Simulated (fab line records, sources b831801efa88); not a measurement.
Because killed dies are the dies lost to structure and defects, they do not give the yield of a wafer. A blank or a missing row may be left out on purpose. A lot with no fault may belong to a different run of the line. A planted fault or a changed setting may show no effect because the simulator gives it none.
A struck lot beside a sound one	flow sky130	22 steps out of a route of 708
Sound: the wafers L975.2, L975.5, L975.6. Wafers struck: L970.1, L970.2, L970.5. The cause is named last.
Each step with rows lists, per side, the tool, then ch with its chambers, then its first start. Under that, the readings that differ: sound wafers	struck wafers	difference of the means	sigmas: that difference in standard deviations of wafers without a fault.
alike: words and numbers the same on both sides, and readings whose means are apart by under 2 such deviations; not compared: readings that were withheld, readings missing a value for some wafer, numbers with overlapping values and no deviation given by the record, and bounds like >300 which may hide the same value.
A row with sigmas, a row that says differs or no value, or rows on one side alone: a step with any of these is where the two part. Numbers that don't overlap but have no deviation are shown without sigmas and don't part them. A reading that every wafer of one side lacks parts them only if that side has two wafers or more.

SKY_VIA4_RS_MEAS_19: measurement is done with a four-point probe.
  sound on film metro-02, day 46 05:23; struck on film metro-01, day 45 00:08
  alike: VIA4_W_RS
SKY_VIA4_THK_MEAS_20: measures by xrf.
  sound on film metro-02, day 46 05:29; struck on film metro-01, day 45 00:16
  alike: VIA4_W_THK
SKY_VIA4_CMP_21: polishes, stops on SiO2, t overpolish 25 s, target thk 0 nm.
  sound on cmp-01 ch 1,2, day 46 05:43; struck on cmp-02 ch 0,1,3, day 45 00:22
reading	sound	struck	difference	sigmas
time to endpoint s (s)	114 118 120	130 125 134	+12	+2
  alike: head pressure psi, motor current A, overpolish run s, slurry filter dp kPa, slurry flow ml min
SKY_METAL5_SPUTTER_00: material Ti, target thk 15 nm, time 10 s.
  sound on pvd sputter-04, day 46 05:58; struck on pvd sputter-04, day 45 00:37
  alike: throttle valve pct
SKY_METAL5_SPUTTER_01: material TiN, target thk 20 nm, time 16.7 s.
  sound on pvd sputter-04, day 46 05:59; struck on pvd sputter-04, day 45 00:39
  alike: throttle valve pct
then, 1 step without rows for these wafers: SKY_METAL5_SPUTTER_02 (material AlCu, target thk 1150 nm, time 61.2 s).
SKY_METAL5_SPUTTER_03: material Ti, target thk 5 nm, time 3.3 s.
  sound on pvd sputter-04, day 46 06:04; struck on pvd sputter-04, day 45 00:43
  alike: throttle valve pct
SKY_METAL5_SPUTTER_04: material TiN, target thk 70 nm, time 58.3 s.
  sound on pvd sputter-04, day 46 06:05; struck on pvd sputter-04, day 45 00:44
  alike: throttle valve pct
SKY_METAL5_RS_MEAS_05: measurement is done with a four-point probe.
  sound on film metro-01, day 46 06:10; struck on film metro-01, day 45 00:47
  alike: METAL5_ALCU_RS
SKY_METAL5_THK_MEAS_06: measures by xrf.
  sound on film metro-01, day 46 06:16; struck on film metro-01, day 45 00:55
  alike: METAL5_ALCU_THK
then, 2 steps without rows for these wafers: SKY_METAL5_DEHYDRATE_07 (time 60 s); SKY_METAL5_HMDS_08 (prime time 60 s).
SKY_METAL5_COAT_09: resist thk 1800 nm.
  sound on litho track-03 ch 0, day 46 16:11; struck on litho track-04 ch 0, day 45 11:27
reading	sound	struck	difference	sigmas
model.NOVOLAK_of_METAL5_COAT_09.thk nm (nm)	1807 1806 1806	1999 2004 1996	+193	
then, 4 steps without rows for these wafers: SKY_METAL5_SOFTBAKE_10 (time 60 s); SKY_METAL5_EXPOSE_11 (exposes mask MM5, target cd 1600 nm); SKY_METAL5_PEB_12; SKY_METAL5_DEVELOP_13 (develop time 60 s).
SKY_METAL5_DESCUM_14: chemistry O2, time 11 s.
  sound on rie metal-03 ch 0,1, day 47 01:30; struck on rie metal-03 ch 0,1, day 45 21:51
reading	sound	struck	difference	sigmas
model.METAL5.cd nm (nm)	1601 1603 1601	1620 1618 1620	+18	
  alike: drypump motor current A, oes product au
  not compared: rf hours counter h
SKY_METAL5_METAL_ETCH_15: etches the open film in Cl2/BCl3, stops on SiO2, target depth 1260 nm, time 252 s.
  sound on rie metal-03 ch 0,1, day 47 01:32; struck on rie metal-03 ch 0,1, day 45 21:53
reading	sound	struck	difference	sigmas
model.NOVOLAK_of_METAL5_COAT_09.thk nm (nm)	1043 1049 1037	1237 1241 1237	+195	
  alike: drypump motor current A, mfc cl2 sccm, oes product au, throttle valve pct
  not compared: rf hours counter h, model.METAL5.cd nm
SKY_METAL5_STRIP_16: strips in O2/N2.
  sound on plasma asher-01 ch 0,1, day 47 01:46; struck on plasma asher-01 ch 0,1, day 45 22:07
reading	sound	struck	difference	sigmas
strip time to endpoint s (s)	13.19 13.25 13.11	15.38 15.42 15.40	+2.22	+16
  alike: drypump motor current A, oes product au
  not compared: rf hours counter h
then, 1 step without rows for these wafers: SKY_METAL5_STRIP_17 (strips in post etch residue remover, time 1200 s).
SKY_PAD_OPEN_PROBE_99:
  sound on prober-02, day 48 12:53; struck on prober-01, day 47 15:20
  alike: defect limited yield, killed_at_M0_to_M3, killed_at_M4_up, killed at contacts, killed at front end, killed at other, killed dies, killed open, killed short, sort_bin_3_pad_short, sort_bin_5_function, sort_bin_6_memory, sort n pass, sort yield pct
  not compared: model.etest.met5.width nm

## WHERE THEY PART
First at SKY_VIA4_CMP_21; last, within this record, at SKY_METAL5_STRIP_16. Later steps at which nothing parts them and some readings are alike: SKY_PAD_OPEN_PROBE_99.

WHY: what had been put in by the simulator
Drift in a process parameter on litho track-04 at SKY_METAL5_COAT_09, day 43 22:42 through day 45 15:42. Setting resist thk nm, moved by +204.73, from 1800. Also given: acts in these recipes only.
